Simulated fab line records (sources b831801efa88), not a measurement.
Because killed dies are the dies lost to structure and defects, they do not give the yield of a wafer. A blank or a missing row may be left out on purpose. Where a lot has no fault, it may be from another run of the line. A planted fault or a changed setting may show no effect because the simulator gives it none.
The tool behind it: which one? + flow gf180mcu + 13 lots with 39 wafers sampled at 3 steps, on a route of 602 steps

## WHAT THE GAUGES READ, wafer by wafer
GF_V1_OVL_MEAS_15.
| lot  | measured     | on         | V1_OVL (nm) |
|------|--------------|------------|-------------|
| L878 | day 18 07:22 | overlay-01 | 8 9 5       |
| L879 | day 18 14:24 | overlay-02 | -1 -1 1     |
| L880 | day 19 02:23 | overlay-01 | 2 4 -5      |
| L881 | day 19 10:16 | overlay-01 | -15 -10 -3  |
| L883 | day 20 06:51 | overlay-01 | 1 -8 -1     |
| L884 | day 20 12:52 | overlay-01 | 1 -8 -7     |
| L885 | day 21 05:13 | overlay-02 | -10 -7 -11  |
| L886 | day 21 13:50 | overlay-01 | 0 9 4       |
| L887 | day 22 01:03 | overlay-02 | 6 11 3      |
| L890 | day 22 20:58 | overlay-02 | 2 5 0       |
| L893 | day 23 23:54 | overlay-01 | -6 -3 -3    |
| L900 | day 26 01:41 | overlay-02 | -6 -3 -2    |
| L901 | day 26 09:52 | overlay-01 | 3 -2 3      |

## TOOL THAT RAN EACH LOT (tool first, then ch and the chambers of the sampled wafers, then the start)
| lot  | GF_CONTACT_EXPOSE_11              | GF_M1_SPUTTER_04             |
|------|-----------------------------------|------------------------------|
| L878 | krf_scanner-02 ch 0, day 15 18:41 | pvd_sputter-01, day 16 07:01 |
| L879 | krf_scanner-02 ch 0, day 16 00:54 | pvd_sputter-02, day 16 13:58 |
| L880 | krf_scanner-02 ch 0, day 16 12:19 | pvd_sputter-01, day 17 01:08 |
| L881 | krf_scanner-02 ch 0, day 16 19:18 | pvd_sputter-01, day 17 08:07 |
| L883 | krf_scanner-01 ch 0, day 17 15:06 | pvd_sputter-02, day 18 04:38 |
| L884 | krf_scanner-01 ch 0, day 17 20:44 | pvd_sputter-01, day 18 09:42 |
| L885 | krf_scanner-02 ch 0, day 18 12:28 | pvd_sputter-01, day 19 02:37 |
| L886 | krf_scanner-01 ch 0, day 18 22:21 | pvd_sputter-01, day 19 12:05 |
| L887 | krf_scanner-02 ch 0, day 19 09:26 | pvd_sputter-01, day 19 22:56 |
| L890 | krf_scanner-02 ch 0, day 20 07:18 | pvd_sputter-03, day 20 20:41 |
| L893 | krf_scanner-01 ch 0, day 21 11:06 | pvd_sputter-03, day 22 00:12 |
| L900 | krf_scanner-02 ch 0, day 23 15:26 | pvd_sputter-03, day 24 04:19 |
| L901 | krf_scanner-01 ch 0, day 24 00:26 | pvd_sputter-01, day 24 12:37 |
- GF_CONTACT_EXPOSE_11: exposes mask Contact, target cd 220 nm.
- GF_M1_SPUTTER_04: material TiN, target thk 50 nm, time 41.7 s.

## WHAT THE TOOLS THEMSELVES READ (means of the sampled wafers that have a number; where no wafer has one, the mark that the record gives instead)
GF_CONTACT_EXPOSE_11.
| lot  | tool           | exposure_dose_mJ_cm2 | reticle_temp_C (C) |
|------|----------------|----------------------|--------------------|
| L878 | krf_scanner-02 | 38.04                | 23.01              |
| L879 | krf_scanner-02 | 38.03                | 22.97              |
| L880 | krf_scanner-02 | 38.01                | 22.95              |
| L881 | krf_scanner-02 | 37.98                | 22.87              |
| L883 | krf_scanner-01 | 37.97                | 23.05              |
| L884 | krf_scanner-01 | 37.95                | 22.92              |
| L885 | krf_scanner-02 | 38.02                | 23.09              |
| L886 | krf_scanner-01 | 37.94                | 22.85              |
| L887 | krf_scanner-02 | 37.97                | 22.91              |
| L890 | krf_scanner-02 | 37.95                | 23.07              |
| L893 | krf_scanner-01 | 38.31                | 23.02              |
| L900 | krf_scanner-02 | 37.99                | 22.92              |
| L901 | krf_scanner-01 | 37.98                | 22.97              |

GF_M1_SPUTTER_04.
| lot  | tool           | throttle_valve_pct (%) |
|------|----------------|------------------------|
| L878 | pvd_sputter-01 | 30.8                   |
| L879 | pvd_sputter-02 | 30.4                   |
| L880 | pvd_sputter-01 | 31.1                   |
| L881 | pvd_sputter-01 | 30.6                   |
| L883 | pvd_sputter-02 | 30.5                   |
| L884 | pvd_sputter-01 | 30.7                   |
| L885 | pvd_sputter-01 | 30.6                   |
| L886 | pvd_sputter-01 | 30.8                   |
| L887 | pvd_sputter-01 | 30.6                   |
| L890 | pvd_sputter-03 | 29.5                   |
| L893 | pvd_sputter-03 | 30.4                   |
| L900 | pvd_sputter-03 | 31.3                   |
| L901 | pvd_sputter-01 | 31.1                   |

## THE ANSWER, worked out from the rows above alone
Rule: the lots themselves supply what counts as usual. Put in order of their means at a reading, lots are off if they are a third of the lots or fewer, leave a main group of 4 or more, and stand apart from it by a gap of 3 or more times the standard deviation of the main group's means; of several such gaps the widest counts. Not used: any main group whose means are identical at the precision the tables above print for the reading. A lot without any number at a reading at which 4 lots or more have one is off too. All remaining lots with rows at the step are treated as sound. Order of review: gauges by route order, followed by the tools' own readings, for which a lot's mean as printed above is used. The first step at which some lot is off is used, and at that step the reading that is off furthest; a lot without a number counts as furthest.
Off, at GF_CONTACT_EXPOSE_11 on exposure_dose_mJ_cm2: L893. The main group has a mean of 37.99 with a standard deviation of 0.031.
A tool fits if, at that step or a process step before it, it ran every lot that is off, and no sound lot after the first of them. No candidate that was tried fits.

## WHAT THE SIMULATOR HAD INSERTED
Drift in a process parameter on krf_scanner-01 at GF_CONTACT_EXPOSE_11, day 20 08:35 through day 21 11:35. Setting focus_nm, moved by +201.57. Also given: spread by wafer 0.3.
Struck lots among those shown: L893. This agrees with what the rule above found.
